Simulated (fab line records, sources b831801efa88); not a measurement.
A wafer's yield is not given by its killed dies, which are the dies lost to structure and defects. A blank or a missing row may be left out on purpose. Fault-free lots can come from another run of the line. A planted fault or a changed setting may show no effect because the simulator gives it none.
Chamber matching || flow sky130 || 4 sister chambers for SKY_CONTACT_CMP_27 on cmp-01
The step polishes, stops on SiO2, t overpolish 15 s, target thk 0 nm. 4 wafers are shown with their chamber, then 7 later ones without.

## WAFERS WITH THEIR CHAMBER
{"wafer": "L246.6", "chamber": 3, "motor_current_A (A)": 9.4}
{"wafer": "L248.6", "chamber": 1, "motor_current_A (A)": 11.4}
{"wafer": "L252.3", "chamber": 0, "motor_current_A (A)": 10.9}
{"wafer": "L252.4", "chamber": 2, "motor_current_A (A)": 12.9}

## WAFERS WHOSE CHAMBER IS MISSING
{"wafer": "L252.5", "motor_current_A (A)": 9.6}
{"wafer": "L255.2", "motor_current_A (A)": 13.3}
{"wafer": "L255.3", "motor_current_A (A)": 11.3}
{"wafer": "L255.5", "motor_current_A (A)": 13.7}
{"wafer": "L256.1", "motor_current_A (A)": 9.6}
{"wafer": "L256.5", "motor_current_A (A)": 11.0}
{"wafer": "L256.6", "motor_current_A (A)": 13.2}

## EACH ONE'S CHAMBER
{"wafer": "L252.5", "from the rows above": 3, "in truth": 3}
{"wafer": "L255.2", "from the rows above": 2, "in truth": 2}
{"wafer": "L255.3", "from the rows above": "can't be placed: 1 or 0", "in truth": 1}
{"wafer": "L255.5", "from the rows above": 2, "in truth": 2}
{"wafer": "L256.1", "from the rows above": 3, "in truth": 3}
{"wafer": "L256.5", "from the rows above": "can't be placed: 0 or 1", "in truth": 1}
{"wafer": "L256.6", "from the rows above": 2, "in truth": 2}
Correctly placed: 5 of 7. From these rows, 2 cannot be placed; in 2 the true chamber is one of the candidates. 0 placed wrongly.
How it was worked out, from the rows above alone: a wafer's distance from a chamber is the root of the sum, over the readings, of the square of ((its reading less the chamber's mean) divided by the reading's scatter). If the next closest chamber is less than 2 further off than the closest, the wafer can't be placed; otherwise it belongs to the closest. A chamber's mean is the mean of its shown wafers. The scatter: with one shown wafer a chamber, the root of the mean of the squares of how far each hidden wafer lies from its nearest shown one.
